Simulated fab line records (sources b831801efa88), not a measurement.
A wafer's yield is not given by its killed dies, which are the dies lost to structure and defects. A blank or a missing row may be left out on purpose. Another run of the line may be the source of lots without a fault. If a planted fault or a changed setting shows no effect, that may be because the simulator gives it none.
Matching of chambers | flow sky130 | SKY_VIA1_CMP_02 on cmp-02 has 4 sister chambers
The step polishes SiO2. 4 wafers are shown with their chamber, then 12 later ones without.

== WAFERS, EACH WITH ITS CHAMBER ==
wafer  | chamber | motorCurrentA (A)
L088.1 | 2       | 12.6
L092.1 | 0       | 11.1
L092.2 | 3       | 9.7
L092.6 | 1       | 12.7

== WAFERS WITHOUT THEIR CHAMBER ==
wafer  | motorCurrentA (A)
L093.3 | 11.9
L093.5 | 12.4
L093.6 | 11.3
L093.1 | 10.7
L093.2 | 12.8
L093.4 | 12.5
L095.3 | 10.8
L095.4 | 12.2
L095.5 | 10.8
L095.1 | 10.5
L095.2 | 13.0
L095.6 | 12.5

== EACH ONE'S CHAMBER ==
wafer  | from the rows above          | in truth
L093.3 | can't be placed: 2 or 1 or 0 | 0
L093.5 | can't be placed: 2 or 1      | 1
L093.6 | 0                            | 0
L093.1 | can't be placed: 0 or 3      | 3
L093.2 | can't be placed: 1 or 2      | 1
L093.4 | can't be placed: 2 or 1      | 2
L095.3 | 0                            | 0
L095.4 | can't be placed: 2 or 1 or 0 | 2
L095.5 | 0                            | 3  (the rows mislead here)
L095.1 | can't be placed: 0 or 3      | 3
L095.2 | can't be placed: 1 or 2      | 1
L095.6 | can't be placed: 2 or 1      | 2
Correct placement for 2 of the 12. These rows do not allow placing 9 (true chamber among the candidates in 9). Placed wrongly: 1.
How it was worked out, from the rows above alone: a wafer's distance from a chamber is the root of the sum, over the readings, of the square of ((its reading less the chamber's mean) divided by the reading's scatter). If the next closest chamber is less than 2 further off than the closest, the wafer can't be placed; otherwise it belongs to the closest. Each chamber's mean is taken over the wafers shown for it. The scatter: with one shown wafer a chamber, the root of the mean of the squares of how far each hidden wafer lies from its nearest shown one.
